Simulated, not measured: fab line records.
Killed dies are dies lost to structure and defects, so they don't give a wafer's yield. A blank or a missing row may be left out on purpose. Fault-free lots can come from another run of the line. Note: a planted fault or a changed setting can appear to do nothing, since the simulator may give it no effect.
Comparing a struck lot with a sound one    flow sfq-line    14 out of 325 route steps
Sound: these wafers, L340.4, L340.5, L340.6. Struck: wafers L358.2, L358.6. The cause is given at the end.
For every step that has rows: the tool of each side, followed by ch and its chambers, followed by its first start. Under that, the readings that differ: sound wafers    struck wafers    difference of the means    sigmas: that difference in standard deviations of wafers without a fault.
alike: readings with means less than 2 such deviations apart, plus words and numbers identical on both sides. not compared: withheld readings, readings lacking a value on some wafer, bounds such as >300 that could conceal the same value, and numbers that have no deviation in the record and whose values overlap.
A row with sigmas, a row that says differs or no value, or rows on one side alone: a step with any of these is where the two part. Non-overlapping numbers with no deviation appear without sigmas and do not part them. A reading that every wafer of one side lacks parts them only if that side has two wafers or more.

first, 6 steps without rows for these wafers: SFQ_TRILAYER_M1_LITHO_COAT_044 (resist thk 62 nm); SFQ_TRILAYER_M1_LITHO_COAT_039 (resist thk 600 nm); SFQ_TRILAYER_M1_LITHO_SOFTBAKE_043; SFQ_TRILAYER_M1_LITHO_EXPOSE_040 (exposes mask M1, target cd 500 nm); SFQ_TRILAYER_M1_LITHO_PEB_042 (peb time 60 s); SFQ_TRILAYER_M1_LITHO_DEVELOP_041 (time 60 s).
SFQ_M1_OVL_MEAS_911:
  sound on overlay-02 at day 14 19:45; struck on overlay-02 at day 23 23:54
  alike: M1_OVL
SFQ_TRILAYER_M1_BARC_OPEN_METAL_ETCH_054: etches BARC in O2, target depth 125 nm, time 41.7 s.
  sound on rie-metal-01 ch 0,1, day 14 19:47; struck on rie-metal-03 ch 0,1, day 23 23:56
  alike: drypump-motor-current-A, oes-product-au
  not compared: rf-hours-counter-h
SFQ_TRILAYER_M1_ETCH_METAL_ETCH_042: etches Nb in Cl2/Ar, stops on SiO2, target depth 240 nm, time 120 s.
  sound on rie-metal-01 ch 0,1, day 14 19:52; struck on rie-metal-03 ch 0,1, day 23 23:59
  alike: drypump-motor-current-A, oes-product-au
  not compared: rf-hours-counter-h
SFQ_TRILAYER_M1_STRIP_STRIP_043: strips in O2.
  sound on rie-metal-01 ch 0,1, day 14 20:09; struck on rie-metal-03 ch 0,1, day 24 00:07
  alike: drypump-motor-current-A, oes-product-au
  not compared: rf-hours-counter-h
then, 1 step without rows for these wafers: SFQ_TRILAYER_M1_STRIP_SOLV_CLEAN_044 (cleans in NMP, time 600 s).
SFQ_TRILAYER_I1_DEP_PECVD_045: deposits SiO2 from SiH4/N2O, time 111.11 s, target thk 500 nm.
  sound on pecvd-04 ch 0,1,2, day 14 20:46; struck on pecvd-03 ch 1,2, day 24 00:53
  alike: heater-power-w, throttle-valve-pct
SFQ_TRILAYER_I1_CMP_CMP_046: polishes SiO2.
  sound on cmp-02 ch 0,1,2, day 15 16:01; struck on cmp-02 ch 1,3, day 24 05:34
reading                 sound        struck   difference  sigmas
time-to-endpoint-s (s)  220 226 214  121 115  -102        -15
  alike: motor-current-A, platen-rpm
SFQ_I1_BOW_MEAS_912:
  sound on film-metro-02 at day 15 17:34; struck on film-metro-04 at day 24 07:35
  alike: I1_BOW

WHERE THEY PART
Within this record, at SFQ_TRILAYER_I1_CMP_CMP_046 only. Later steps at which nothing parts them and some readings are alike: SFQ_I1_BOW_MEAS_912.

WHY: the cause the simulator had injected
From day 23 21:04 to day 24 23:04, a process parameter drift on cmp-02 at SFQ_TRILAYER_I1_CMP_CMP_046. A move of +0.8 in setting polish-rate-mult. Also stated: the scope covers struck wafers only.
